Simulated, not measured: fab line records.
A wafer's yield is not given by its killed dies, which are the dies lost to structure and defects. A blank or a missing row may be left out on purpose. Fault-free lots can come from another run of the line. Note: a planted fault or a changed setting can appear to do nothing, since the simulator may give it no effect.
Split-lot trial ; flow gf180mcu ; 23 wafers read across 5 lots, on a route 602 steps long

== ABOUT THE SPLIT ==
At GF_SAB_CVD_00 (deposits SiO2 from TEOS, target thk 50 nm, time 4.9302 s), the setting time_s was moved away from the recipe's 4.9302 s on 7 of the 23 wafers read, by -8.9% to +14.9%. All remaining wafers had this setting at the recipe value.

Between the split and the reading, the file records no step.

== THE READING ==
SAB_CVD_00_THK (nm), taken at GF_SAB_THK_MEAS_01. On this fab line, fault-free wafers typically give 49.8 nm with a standard deviation of 0.66 nm.

wafer;tool, chamber at the split;time_s as run, s;against the recipe;SAB_CVD_00_THK, nm;against lot-mates on the recipe
L074.1;pecvd-04, 2;4.9302;recipe;48.1;-
L074.2;pecvd-04, 0;4.9302;recipe;49.2;-
L074.4;pecvd-04, 2;5.664;+14.9%;57.2;+8.5
L074.5;pecvd-04, 0;5.664;+14.9%;57.2;+8.5
L074.6;pecvd-04, 1;5.664;+14.9%;58.2;+9.5
L075.1;pecvd-03, 2;4.9302;recipe;49.5;-
L075.3;pecvd-03, 1;4.9302;recipe;49.3;-
L075.4;pecvd-03, 2;4.49;-8.9%;46.0;-3.5
L075.5;pecvd-03, 0;4.9302;recipe;49.7;-
L075.6;pecvd-03, 1;4.49;-8.9%;45.8;-3.7
L082.1;pecvd-03, 2;5.66;+14.8%;57.4;+6.9
L082.2;pecvd-03, 0;5.66;+14.8%;57.2;+6.7
L082.3;pecvd-03, 1;4.9302;recipe;49.9;-
L082.5;pecvd-03, 0;4.9302;recipe;50.6;-
L082.6;pecvd-03, 2;4.9302;recipe;51.0;-
L083.2;pecvd-01, 1;4.9302;recipe;50.0;-
L083.3;pecvd-01, 2;4.9302;recipe;49.8;-
L083.4;pecvd-01, 1;4.9302;recipe;49.7;-
L083.5;pecvd-01, 0;4.9302;recipe;50.7;-
L083.6;pecvd-01, 2;4.9302;recipe;51.0;-
L084.1;pecvd-04, 1;4.9302;recipe;50.3;-
L084.2;pecvd-04, 2;4.9302;recipe;49.9;-
L084.4;pecvd-04, 2;4.9302;recipe;50.4;-

FIT RESULTS
A straight line over all 23 wafers: SAB_CVD_00_THK changes by +0.495 nm for each +1% of time_s; r = +0.98; the points scatter about the line by 0.67 nm.
The same after taking each lot's own level away (the mean of its wafers on the recipe; 23 wafers): +0.517 nm for each +1%; r = +0.98; scatter 0.71 nm.
On that fit, the largest move of time_s shifts the reading by 7.7 nm.
The span of the lots' own levels, 48.65 to 50.50 nm, comes to 2.8 times the standard deviation stated above.
The two slopes agree, so the slope changes little with the lot-to-lot level.
Check: with one of the wafers moved furthest among these (+14.9%) left out of the fit, the line predicts +7.71 nm for it against its lot-mates. It came out at +8.55 nm against them.

== OTHER SPLITS ON THESE WAFERS ==
Other splits were also applied to these wafers ahead of the reading. Each is held against what the fit with the lots' levels taken away leaves over:
other split on the same wafers;wafers away from the commonest value;r with SAB_CVD_00_THK (lot level and that fit taken away)
GF_DUAL_GATE_STRIP_13 power_w;5;+0.07
GF_HV_LDD_EXPOSE_04 dose_mj;11;-0.52
GF_HV_LDD_COAT_14 resist_thk_nm;10;+0.01
GF_HV_LDD_STRIP_22 platen_temp_c;5;+0.22
GF_HV_LDD_COAT_41 resist_thk_nm;6;+0.35
GF_NSD_COAT_02 resist_thk_nm;6;+0.01
GF_NSD_EXPOSE_04 dose_mj;8;-0.05

== THE WHOLE CHAIN: every reading that the file lists as answering this split, in the file's order ==
step;what it does;reading;change (the file's fit);r (the file's)
GF_SAB_CVD_00;deposits SiO2 from TEOS, target thk 50 nm, time 4.9302 s;SiO2_of_SAB_CVD_00.thk_nm (the simulator's own value, which no gauge read);+0.508 nm for each +1% of the setting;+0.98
GF_SAB_THK_MEAS_01;;SAB_CVD_00_THK;+0.51 for each +1% of the setting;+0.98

== THE FILE'S OWN FIT ==
SAB_CVD_00_THK changes by +0.51 nm for each +1% of time_s, r = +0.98.
